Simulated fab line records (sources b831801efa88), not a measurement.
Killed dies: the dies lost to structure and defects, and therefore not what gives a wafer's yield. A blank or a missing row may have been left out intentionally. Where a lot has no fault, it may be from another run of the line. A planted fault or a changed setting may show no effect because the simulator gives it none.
Tool commonality check || flow sky130 || Sample size 14 lots and 42 wafers

## REASON IT WAS OPENED
At SKY_RES_XHIGH_TW_MEAS_09 the reading RES_XHIGH_TW is flagged on 2 of 14 lots. No-fault wafers: 1624, standard deviation 11.
Rule: a lot is flagged when every wafer of it that has a number lies more than 4 standard deviations from that mean, or none has a number. All remaining lots are regarded as sound.

{"lot": "L732", "measured": "day 26 19:28", "on": "filmMetro-02", "RES_XHIGH_TW, wafer by wafer": "1613 1615 1612", "flag": ""}
{"lot": "L733", "measured": "day 26 20:42", "on": "filmMetro-02", "RES_XHIGH_TW, wafer by wafer": "1603 1612 1613", "flag": ""}
{"lot": "L734", "measured": "day 27 13:02", "on": "filmMetro-02", "RES_XHIGH_TW, wafer by wafer": "1622 1612 1621", "flag": ""}
{"lot": "L735", "measured": "day 27 21:23", "on": "filmMetro-04", "RES_XHIGH_TW, wafer by wafer": "1617 1630 1628", "flag": ""}
{"lot": "L738", "measured": "day 28 18:14", "on": "filmMetro-01", "RES_XHIGH_TW, wafer by wafer": "1618 1618 1612", "flag": ""}
{"lot": "L740", "measured": "day 29 22:49", "on": "filmMetro-04", "RES_XHIGH_TW, wafer by wafer": "1641 1642 1648", "flag": ""}
{"lot": "L742", "measured": "day 30 07:49", "on": "filmMetro-04", "RES_XHIGH_TW, wafer by wafer": "30 30 30", "flag": "FLAGGED"}
{"lot": "L743", "measured": "day 30 21:41", "on": "filmMetro-02", "RES_XHIGH_TW, wafer by wafer": "30 30 30", "flag": "FLAGGED"}
{"lot": "L745", "measured": "day 31 10:37", "on": "filmMetro-02", "RES_XHIGH_TW, wafer by wafer": "1616 1621 1618", "flag": ""}
{"lot": "L748", "measured": "day 32 03:08", "on": "filmMetro-04", "RES_XHIGH_TW, wafer by wafer": "1643 1637 1640", "flag": ""}
{"lot": "L750", "measured": "day 32 23:38", "on": "filmMetro-04", "RES_XHIGH_TW, wafer by wafer": "1648 1633 1643", "flag": ""}
{"lot": "L751", "measured": "day 33 05:46", "on": "filmMetro-01", "RES_XHIGH_TW, wafer by wafer": "1614 1630 1619", "flag": ""}
{"lot": "L754", "measured": "day 33 19:03", "on": "filmMetro-04", "RES_XHIGH_TW, wafer by wafer": "1640 1627 1642", "flag": ""}
{"lot": "L755", "measured": "day 34 06:55", "on": "filmMetro-01", "RES_XHIGH_TW, wafer by wafer": "1633 1626 1630", "flag": ""}
Averaged over the flagged lots the numbers come to 30, -1594 from the usual (-99 or more standard deviations).

## EACH LOT AND THE TOOL IT RAN ON
5 process steps preceding the reading are held in the record, out of 708 steps in the route. Read each cell as the tool, then ch plus the chambers that the sampled wafers visited, then the start.
{"lot": "L732", "flag": "", "SKY_LDD_HVP_STRIP_09": "plasmaAsher-03 ch 0,1, day 21 17:10", "SKY_POLY_CUT_ETCH_10": "rieDiel-03 ch 0,1,3, day 24 08:46", "SKY_POLY_CUT_STRIP_12": "plasmaAsher-03 ch 0,1, day 24 08:51", "SKY_SD_P_STRIP_10": "plasmaAsher-03 ch 0,1, day 25 15:04", "SKY_RES_XHIGH_STRIP_08": "plasmaAsher-03 ch 0,1, day 26 19:22"}
{"lot": "L733", "flag": "", "SKY_LDD_HVP_STRIP_09": "plasmaAsher-03 ch 0,1, day 21 18:10", "SKY_POLY_CUT_ETCH_10": "rieDiel-02 ch 0,1,2, day 24 09:52", "SKY_POLY_CUT_STRIP_12": "plasmaAsher-02 ch 0,1, day 24 09:56", "SKY_SD_P_STRIP_10": "plasmaAsher-03 ch 0,1, day 25 16:16", "SKY_RES_XHIGH_STRIP_08": "plasmaAsher-04 ch 0,1, day 26 20:36"}
{"lot": "L734", "flag": "", "SKY_LDD_HVP_STRIP_09": "plasmaAsher-03 ch 0,1, day 22 12:11", "SKY_POLY_CUT_ETCH_10": "rieDiel-02 ch 1,2, day 25 02:53", "SKY_POLY_CUT_STRIP_12": "plasmaAsher-02 ch 0,1, day 25 02:58", "SKY_SD_P_STRIP_10": "plasmaAsher-03 ch 0,1, day 26 08:17", "SKY_RES_XHIGH_STRIP_08": "plasmaAsher-03 ch 1, day 27 12:56"}
{"lot": "L735", "flag": "", "SKY_LDD_HVP_STRIP_09": "plasmaAsher-02 ch 0,1, day 22 20:56", "SKY_POLY_CUT_ETCH_10": "rieDiel-01 ch 1,3, day 25 11:14", "SKY_POLY_CUT_STRIP_12": "plasmaAsher-03 ch 0, day 25 11:19", "SKY_SD_P_STRIP_10": "plasmaAsher-01 ch 0,1, day 26 16:38", "SKY_RES_XHIGH_STRIP_08": "plasmaAsher-02 ch 0,1, day 27 21:17"}
{"lot": "L738", "flag": "", "SKY_LDD_HVP_STRIP_09": "plasmaAsher-03 ch 0,1, day 23 19:22", "SKY_POLY_CUT_ETCH_10": "rieDiel-03 ch 2,3, day 26 08:50", "SKY_POLY_CUT_STRIP_12": "plasmaAsher-03 ch 0,1, day 26 08:57", "SKY_SD_P_STRIP_10": "plasmaAsher-04 ch 0,1, day 27 13:42", "SKY_RES_XHIGH_STRIP_08": "plasmaAsher-02 ch 0,1, day 28 18:10"}
{"lot": "L740", "flag": "", "SKY_LDD_HVP_STRIP_09": "plasmaAsher-02 ch 0,1, day 24 23:14", "SKY_POLY_CUT_ETCH_10": "rieDiel-02 ch 0,1,2, day 27 13:29", "SKY_POLY_CUT_STRIP_12": "plasmaAsher-01 ch 0,1, day 27 13:36", "SKY_SD_P_STRIP_10": "plasmaAsher-01 ch 0,1, day 28 18:26", "SKY_RES_XHIGH_STRIP_08": "plasmaAsher-03 ch 0,1, day 29 22:44"}
{"lot": "L742", "flag": "FLAGGED", "SKY_LDD_HVP_STRIP_09": "plasmaAsher-04 ch 0,1, day 25 10:55", "SKY_POLY_CUT_ETCH_10": "rieDiel-01 ch 0,2, day 27 23:23", "SKY_POLY_CUT_STRIP_12": "plasmaAsher-01 ch 0,1, day 27 23:28", "SKY_SD_P_STRIP_10": "plasmaAsher-03 ch 0,1, day 29 04:10", "SKY_RES_XHIGH_STRIP_08": "plasmaAsher-04 ch 0,1, day 30 07:42"}
{"lot": "L743", "flag": "FLAGGED", "SKY_LDD_HVP_STRIP_09": "plasmaAsher-04 ch 0,1, day 25 23:35", "SKY_POLY_CUT_ETCH_10": "rieDiel-02 ch 0,2, day 28 12:46", "SKY_POLY_CUT_STRIP_12": "plasmaAsher-01 ch 0,1, day 28 12:50", "SKY_SD_P_STRIP_10": "plasmaAsher-03 ch 0,1, day 29 17:31", "SKY_RES_XHIGH_STRIP_08": "plasmaAsher-03 ch 0,1, day 30 21:35"}
{"lot": "L745", "flag": "", "SKY_LDD_HVP_STRIP_09": "plasmaAsher-04 ch 0,1, day 26 14:13", "SKY_POLY_CUT_ETCH_10": "rieDiel-02 ch 2,3, day 29 01:40", "SKY_POLY_CUT_STRIP_12": "plasmaAsher-02 ch 0,1, day 29 01:47", "SKY_SD_P_STRIP_10": "plasmaAsher-01 ch 0,1, day 30 06:06", "SKY_RES_XHIGH_STRIP_08": "plasmaAsher-03 ch 0,1, day 31 10:32"}
{"lot": "L748", "flag": "", "SKY_LDD_HVP_STRIP_09": "plasmaAsher-02 ch 0,1, day 27 09:26", "SKY_POLY_CUT_ETCH_10": "rieDiel-01 ch 1,2, day 29 21:10", "SKY_POLY_CUT_STRIP_12": "plasmaAsher-03 ch 0,1, day 29 21:17", "SKY_SD_P_STRIP_10": "plasmaAsher-04 ch 0,1, day 31 00:48", "SKY_RES_XHIGH_STRIP_08": "plasmaAsher-02 ch 0,1, day 32 03:02"}
{"lot": "L750", "flag": "", "SKY_LDD_HVP_STRIP_09": "plasmaAsher-03 ch 0,1, day 28 05:49", "SKY_POLY_CUT_ETCH_10": "rieDiel-01 ch 2,3, day 30 16:28", "SKY_POLY_CUT_STRIP_12": "plasmaAsher-02 ch 0,1, day 30 16:32", "SKY_SD_P_STRIP_10": "plasmaAsher-03 ch 1, day 31 20:18", "SKY_RES_XHIGH_STRIP_08": "plasmaAsher-04 ch 0,1, day 32 23:32"}
{"lot": "L751", "flag": "", "SKY_LDD_HVP_STRIP_09": "plasmaAsher-04 ch 0,1, day 28 13:11", "SKY_POLY_CUT_ETCH_10": "rieDiel-01 ch 1,3, day 31 00:35", "SKY_POLY_CUT_STRIP_12": "plasmaAsher-02 ch 0,1, day 31 00:40", "SKY_SD_P_STRIP_10": "plasmaAsher-04 ch 0, day 32 02:54", "SKY_RES_XHIGH_STRIP_08": "plasmaAsher-02 ch 0,1, day 33 05:40"}
{"lot": "L754", "flag": "", "SKY_LDD_HVP_STRIP_09": "plasmaAsher-03 ch 0,1, day 29 05:28", "SKY_POLY_CUT_ETCH_10": "rieDiel-03 ch 0,1,3, day 31 13:19", "SKY_POLY_CUT_STRIP_12": "plasmaAsher-01 ch 0,1, day 31 13:25", "SKY_SD_P_STRIP_10": "plasmaAsher-04 ch 0,1, day 32 16:23", "SKY_RES_XHIGH_STRIP_08": "plasmaAsher-03 ch 0,1, day 33 18:58"}
{"lot": "L755", "flag": "", "SKY_LDD_HVP_STRIP_09": "plasmaAsher-02 ch 1, day 29 15:25", "SKY_POLY_CUT_ETCH_10": "rieDiel-02 ch 0,3, day 32 01:22", "SKY_POLY_CUT_STRIP_12": "plasmaAsher-02 ch 0,1, day 32 01:26", "SKY_SD_P_STRIP_10": "plasmaAsher-03 ch 0, day 33 04:43", "SKY_RES_XHIGH_STRIP_08": "plasmaAsher-02 ch 1, day 34 06:48"}
What is done by these steps:
- SKY_LDD_HVP_STRIP_09: strips in O2/N2.
- SKY_POLY_CUT_ETCH_10: etches BARC in N2/H2, stops on SiO2, time 45.9 s, target depth 60 nm.
- SKY_POLY_CUT_STRIP_12: strips in O2/N2.
- SKY_SD_P_STRIP_10: strips in O2/N2.
- SKY_RES_XHIGH_STRIP_08: strips in O2/N2.
- SKY_RES_XHIGH_TW_MEAS_09

## FLAGGED AGAINST TOTAL, ONE TOOL AT A TIME (gauges that did the reading follow at the end)
{"step": "SKY_LDD_HVP_STRIP_09", "tool": "plasmaAsher-02", "lots run": 4, "flagged": 0, "share of the flagged lots": "none", "sound lots run after its first flagged lot": "-"}
{"step": "SKY_LDD_HVP_STRIP_09", "tool": "plasmaAsher-03", "lots run": 6, "flagged": 0, "share of the flagged lots": "none", "sound lots run after its first flagged lot": "-"}
{"step": "SKY_LDD_HVP_STRIP_09", "tool": "plasmaAsher-04", "lots run": 4, "flagged": 2, "share of the flagged lots": "all", "sound lots run after its first flagged lot": "2 (L745,L751)"}
{"step": "SKY_POLY_CUT_ETCH_10", "tool": "rieDiel-01", "lots run": 5, "flagged": 1, "share of the flagged lots": "some", "sound lots run after its first flagged lot": "3 (L748,L750,L751)"}
{"step": "SKY_POLY_CUT_ETCH_10", "tool": "rieDiel-02", "lots run": 6, "flagged": 1, "share of the flagged lots": "some", "sound lots run after its first flagged lot": "2 (L745,L755)"}
{"step": "SKY_POLY_CUT_ETCH_10", "tool": "rieDiel-03", "lots run": 3, "flagged": 0, "share of the flagged lots": "none", "sound lots run after its first flagged lot": "-"}
{"step": "SKY_POLY_CUT_STRIP_12", "tool": "plasmaAsher-01", "lots run": 4, "flagged": 2, "share of the flagged lots": "all", "sound lots run after its first flagged lot": "1 (L754)"}
{"step": "SKY_POLY_CUT_STRIP_12", "tool": "plasmaAsher-02", "lots run": 6, "flagged": 0, "share of the flagged lots": "none", "sound lots run after its first flagged lot": "-"}
{"step": "SKY_POLY_CUT_STRIP_12", "tool": "plasmaAsher-03", "lots run": 4, "flagged": 0, "share of the flagged lots": "none", "sound lots run after its first flagged lot": "-"}
{"step": "SKY_SD_P_STRIP_10", "tool": "plasmaAsher-01", "lots run": 3, "flagged": 0, "share of the flagged lots": "none", "sound lots run after its first flagged lot": "-"}
{"step": "SKY_SD_P_STRIP_10", "tool": "plasmaAsher-03", "lots run": 7, "flagged": 2, "share of the flagged lots": "all", "sound lots run after its first flagged lot": "2 (L750,L755)"}
{"step": "SKY_SD_P_STRIP_10", "tool": "plasmaAsher-04", "lots run": 4, "flagged": 0, "share of the flagged lots": "none", "sound lots run after its first flagged lot": "-"}
{"step": "SKY_RES_XHIGH_STRIP_08", "tool": "plasmaAsher-02", "lots run": 5, "flagged": 0, "share of the flagged lots": "none", "sound lots run after its first flagged lot": "-"}
{"step": "SKY_RES_XHIGH_STRIP_08", "tool": "plasmaAsher-03", "lots run": 6, "flagged": 1, "share of the flagged lots": "some", "sound lots run after its first flagged lot": "2 (L745,L754)"}
{"step": "SKY_RES_XHIGH_STRIP_08", "tool": "plasmaAsher-04", "lots run": 3, "flagged": 1, "share of the flagged lots": "some", "sound lots run after its first flagged lot": "1 (L750)"}
{"step": "SKY_RES_XHIGH_TW_MEAS_09", "tool": "filmMetro-01", "lots run": 3, "flagged": 0, "share of the flagged lots": "none", "sound lots run after its first flagged lot": "-"}
{"step": "SKY_RES_XHIGH_TW_MEAS_09", "tool": "filmMetro-02", "lots run": 5, "flagged": 1, "share of the flagged lots": "some", "sound lots run after its first flagged lot": "1 (L745)"}
{"step": "SKY_RES_XHIGH_TW_MEAS_09", "tool": "filmMetro-04", "lots run": 6, "flagged": 1, "share of the flagged lots": "some", "sound lots run after its first flagged lot": "3 (L748,L750,L754)"}

## WHAT THE TABLE ALLOWS
Every flagged lot was run by 3 rows of the table: plasmaAsher-04 at SKY_LDD_HVP_STRIP_09, plasmaAsher-01 at SKY_POLY_CUT_STRIP_12 and plasmaAsher-03 at SKY_SD_P_STRIP_10.
- plasmaAsher-04 at SKY_LDD_HVP_STRIP_09 ran 4 lots, 2 of them flagged. Lots that were sound ran on it after the first flagged one (L745, L751); a persistent fault on the entire tool would not allow that.
- plasmaAsher-01 at SKY_POLY_CUT_STRIP_12 ran 4 lots, 2 of them flagged. Lots that were sound ran on it after the first flagged one (L754); a persistent fault on the entire tool would not allow that.
- plasmaAsher-03 at SKY_SD_P_STRIP_10 ran 7 lots, 2 of them flagged. Lots that were sound ran on it after the first flagged one (L750, L755); a persistent fault on the entire tool would not allow that. On the flagged lots its readings are blank where sound lots have values: chamberPressureMTorr, drypumpMotorCurrentA, oesProductAu, stripTimeToEndpointS.
None of the table's rows ran every flagged lot and, after the first, no sound lot.

## WHAT THE SIMULATOR HAD INSERTED
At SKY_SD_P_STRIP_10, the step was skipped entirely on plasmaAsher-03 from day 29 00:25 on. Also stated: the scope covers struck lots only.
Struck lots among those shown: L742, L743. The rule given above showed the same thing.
